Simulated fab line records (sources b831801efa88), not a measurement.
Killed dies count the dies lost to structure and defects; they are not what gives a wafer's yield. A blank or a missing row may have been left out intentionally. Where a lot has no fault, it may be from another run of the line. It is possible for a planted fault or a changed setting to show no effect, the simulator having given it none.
Which tool is to blame? :: flow gf180mcu :: 13 lots, 39 wafers sampled, at 5 steps of a route of 602

WHAT THE GAUGES SHOWED, per wafer
GF_V4_THK_MEAS_01.
lot: L511
measured: day 23 04:31
on: film metro-01
V4_CVD_00_THK (nm): 596 606 599

lot: L512
measured: day 23 09:40
on: film metro-01
V4_CVD_00_THK (nm): 600 596 593

lot: L515
measured: day 24 21:06
on: film metro-03
V4_CVD_00_THK (nm): 597 600 601

lot: L516
measured: day 25 16:07
on: film metro-01
V4_CVD_00_THK (nm): 591 596 602

lot: L517
measured: day 26 04:11
on: film metro-04
V4_CVD_00_THK (nm): 600 599 599

lot: L519
measured: day 26 13:53
on: film metro-04
V4_CVD_00_THK (nm): 611 599 611

lot: L518
measured: day 26 16:35
on: film metro-01
V4_CVD_00_THK (nm): 310 310 309

lot: L520
measured: day 27 05:34
on: film metro-04
V4_CVD_00_THK (nm): 601 598 594

lot: L522
measured: day 27 10:03
on: film metro-03
V4_CVD_00_THK (nm): 298 298 289

lot: L524
measured: day 27 22:48
on: film metro-01
V4_CVD_00_THK (nm): 293 303 302

lot: L532
measured: day 29 22:33
on: film metro-04
V4_CVD_00_THK (nm): 598 599 598

lot: L533
measured: day 30 05:09
on: film metro-03
V4_CVD_00_THK (nm): 590 590 594

lot: L534
measured: day 30 10:44
on: film metro-01
V4_CVD_00_THK (nm): 599 597 596

GF_V4_THK_MEAS_03.
lot: L511
measured: day 23 04:38
on: film metro-03
V4_CVD_02_THK (nm): 857 842 836

lot: L512
measured: day 23 09:49
on: film metro-04
V4_CVD_02_THK (nm): 839 850 849

lot: L515
measured: day 24 21:14
on: film metro-01
V4_CVD_02_THK (nm): 841 825 843

lot: L516
measured: day 25 16:15
on: film metro-04
V4_CVD_02_THK (nm): 845 856 860

lot: L517
measured: day 26 04:19
on: film metro-01
V4_CVD_02_THK (nm): 850 845 862

lot: L519
measured: day 26 14:01
on: film metro-04
V4_CVD_02_THK (nm): 847 872 864

lot: L518
measured: day 26 16:43
on: film metro-03
V4_CVD_02_THK (nm): 846 861 868

lot: L520
measured: day 27 05:41
on: film metro-03
V4_CVD_02_THK (nm): 843 856 859

lot: L522
measured: day 27 10:11
on: film metro-03
V4_CVD_02_THK (nm): 842 839 840

lot: L524
measured: day 27 22:56
on: film metro-04
V4_CVD_02_THK (nm): 851 849 845

lot: L532
measured: day 29 22:41
on: film metro-03
V4_CVD_02_THK (nm): 850 854 863

lot: L533
measured: day 30 05:17
on: film metro-01
V4_CVD_02_THK (nm): 845 856 856

lot: L534
measured: day 30 10:52
on: film metro-01
V4_CVD_02_THK (nm): 843 852 856

WHICH TOOL RAN EACH LOT (tool, then ch and the chambers of the sampled wafers, then the start)
lot: L511
GF_V3_CVD_23: cvd w-01 ch 0,1, day 22 03:17
GF_M4_SPUTTER_00: pvd sputter-01, day 22 03:50
GF_V4_CVD_00: hdpcvd-01 ch 0,1,2, day 23 04:26

lot: L512
GF_V3_CVD_23: cvd w-02 ch 0,1, day 22 08:43
GF_M4_SPUTTER_00: pvd sputter-01, day 22 09:16
GF_V4_CVD_00: hdpcvd-02 ch 0,1,2, day 23 09:35

lot: L515
GF_V3_CVD_23: cvd w-02 ch 0,1, day 23 21:37
GF_M4_SPUTTER_00: pvd sputter-04, day 23 22:13
GF_V4_CVD_00: hdpcvd-02 ch 0,1,2, day 24 21:02

lot: L516
GF_V3_CVD_23: cvd w-01 ch 1, day 24 17:31
GF_M4_SPUTTER_00: pvd sputter-01, day 24 18:07
GF_V4_CVD_00: hdpcvd-01 ch 0,2, day 25 16:02

lot: L517
GF_V3_CVD_23: cvd w-01 ch 0,1, day 25 05:40
GF_M4_SPUTTER_00: pvd sputter-03, day 25 06:16
GF_V4_CVD_00: hdpcvd-01 ch 1,2, day 26 04:07

lot: L519
GF_V3_CVD_23: cvd w-02 ch 1, day 25 15:10
GF_M4_SPUTTER_00: pvd sputter-03, day 25 15:46
GF_V4_CVD_00: hdpcvd-01 ch 0,1, day 26 13:48

lot: L518
GF_V3_CVD_23: cvd w-02 ch 1, day 25 18:05
GF_M4_SPUTTER_00: pvd sputter-04, day 25 18:41
GF_V4_CVD_00: hdpcvd-01 ch 0,2, day 26 16:31

lot: L520
GF_V3_CVD_23: cvd w-02 ch 0,1, day 26 07:43
GF_M4_SPUTTER_00: pvd sputter-01, day 26 08:16
GF_V4_CVD_00: hdpcvd-02 ch 1,2, day 27 05:28

lot: L522
GF_V3_CVD_23: cvd w-02 ch 0,1, day 26 12:39
GF_M4_SPUTTER_00: pvd sputter-04, day 26 13:12
GF_V4_CVD_00: hdpcvd-01 ch 0,1,2, day 27 09:58

lot: L524
GF_V3_CVD_23: cvd w-02 ch 0,1, day 27 00:48
GF_M4_SPUTTER_00: pvd sputter-01, day 27 01:21
GF_V4_CVD_00: hdpcvd-01 ch 0,1,2, day 27 22:44

lot: L532
GF_V3_CVD_23: cvd w-01 ch 0, day 29 02:34
GF_M4_SPUTTER_00: pvd sputter-01, day 29 03:09
GF_V4_CVD_00: hdpcvd-02 ch 0,2, day 29 22:29

lot: L533
GF_V3_CVD_23: cvd w-02 ch 0,1, day 29 08:49
GF_M4_SPUTTER_00: pvd sputter-01, day 29 09:24
GF_V4_CVD_00: hdpcvd-02 ch 0,1, day 30 05:04

lot: L534
GF_V3_CVD_23: cvd w-01 ch 0,1, day 29 15:29
GF_M4_SPUTTER_00: pvd sputter-04, day 29 16:04
GF_V4_CVD_00: hdpcvd-02 ch 1,2, day 30 10:40
- GF_V3_CVD_23: deposits W, target thk 350 nm, time 104.9 s.
- GF_M4_SPUTTER_00: material Ti, target thk 37.5 nm, time 150 s.
- GF_V4_CVD_00: deposits SiO2, target thk 600 nm, time 100 s.

WHAT THE TOOLS THEMSELVES READ (means of the sampled wafers that have a number; where no wafer has one, the mark that the record gives instead)
GF_V3_CVD_23.
lot: L511
tool: cvd w-01
heater power w (W): 822

lot: L512
tool: cvd w-02
heater power w (W): 800

lot: L515
tool: cvd w-02
heater power w (W): 808

lot: L516
tool: cvd w-01
heater power w (W): 990

lot: L517
tool: cvd w-01
heater power w (W): 831

lot: L519
tool: cvd w-02
heater power w (W): 702

lot: L518
tool: cvd w-02
heater power w (W): 710

lot: L520
tool: cvd w-02
heater power w (W): 762

lot: L522
tool: cvd w-02
heater power w (W): 810

lot: L524
tool: cvd w-02
heater power w (W): 803

lot: L532
tool: cvd w-01
heater power w (W): 775

lot: L533
tool: cvd w-02
heater power w (W): 765

lot: L534
tool: cvd w-01
heater power w (W): 907

GF_M4_SPUTTER_00.
lot: L511
tool: pvd sputter-01
throttle valve pct (%): 31.3

lot: L512
tool: pvd sputter-01
throttle valve pct (%): 31.3

lot: L515
tool: pvd sputter-04
throttle valve pct (%): 30.1

lot: L516
tool: pvd sputter-01
throttle valve pct (%): 30.5

lot: L517
tool: pvd sputter-03
throttle valve pct (%): 30.1

lot: L519
tool: pvd sputter-03
throttle valve pct (%): 30.0

lot: L518
tool: pvd sputter-04
throttle valve pct (%): 29.6

lot: L520
tool: pvd sputter-01
throttle valve pct (%): 30.6

lot: L522
tool: pvd sputter-04
throttle valve pct (%): 29.6

lot: L524
tool: pvd sputter-01
throttle valve pct (%): 31.9

lot: L532
tool: pvd sputter-01
throttle valve pct (%): 32.0

lot: L533
tool: pvd sputter-01
throttle valve pct (%): 30.7

lot: L534
tool: pvd sputter-04
throttle valve pct (%): 29.6

GF_V4_CVD_00.
lot: L511
tool: hdpcvd-01
sih4 flow sccm (sccm): 59.97

lot: L512
tool: hdpcvd-02
sih4 flow sccm (sccm): 60.23

lot: L515
tool: hdpcvd-02
sih4 flow sccm (sccm): 60.06

lot: L516
tool: hdpcvd-01
sih4 flow sccm (sccm): 59.97

lot: L517
tool: hdpcvd-01
sih4 flow sccm (sccm): 59.94

lot: L519
tool: hdpcvd-01
sih4 flow sccm (sccm): 59.87

lot: L518
tool: hdpcvd-01
sih4 flow sccm (sccm): 29.94

lot: L520
tool: hdpcvd-02
sih4 flow sccm (sccm): 60.18

lot: L522
tool: hdpcvd-01
sih4 flow sccm (sccm): 29.97

lot: L524
tool: hdpcvd-01
sih4 flow sccm (sccm): 29.91

lot: L532
tool: hdpcvd-02
sih4 flow sccm (sccm): 59.98

lot: L533
tool: hdpcvd-02
sih4 flow sccm (sccm): 60.11

lot: L534
tool: hdpcvd-02
sih4 flow sccm (sccm): 59.92

THE ANSWER, worked out from the rows above alone
Rule: the lots themselves supply what counts as usual. The widest of any qualifying gaps counts: lots, ordered by their means at a reading, are off when they make up no more than a third of the lots, leave a main group of 4 or more, and stand apart from it by 3 or more times the standard deviation of that group's means. If all means in a main group match to the digits the tables above print for the reading, that group is not used. Also off: a lot with no number at a reading for which 4 or more lots have one. Where the step has rows for the other lots, those lots are counted as sound. First the gauges in route order, then the tools' own readings, where a lot's mean is used as printed above. At the first step where some lot is off, the reading lying furthest off is the one used; lots without a number count as furthest.
Off: L518, L522, L524, seen at GF_V4_THK_MEAS_01 (V4_CVD_00_THK). Mean 598 nm and standard deviation 3.7 in the main group.
If a tool, at a process step before that reading, ran all the lots that are off and no sound lot after the first of them, it fits. Not tried: the gauges at GF_V4_THK_MEAS_01; whatever is off there is also off at GF_V4_CVD_00, on other tools, and gauge error can't account for it. One fits: hdpcvd-01 at GF_V4_CVD_00. Its last sound lot is L519 (day 26 13:48), its first lot that is off L518 (day 26 16:31): a fault that began between those two fits.
The tool's own readings at GF_V4_CVD_00 bear it out: on the lots that are off they differ by more than 5 times the standard deviation of the sound lots' means. sih4 flow sccm reads 29.94 sccm there against 60.02 sccm on the sound lots.

WHAT HAD BEEN PUT IN BY THE SIMULATOR
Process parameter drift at GF_V4_CVD_00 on hdpcvd-01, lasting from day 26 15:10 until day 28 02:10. Setting sih4 flow sccm, moved by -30, from 60. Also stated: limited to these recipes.
Struck lots among those shown: L518, L522, L524. The rule above reached the same finding.
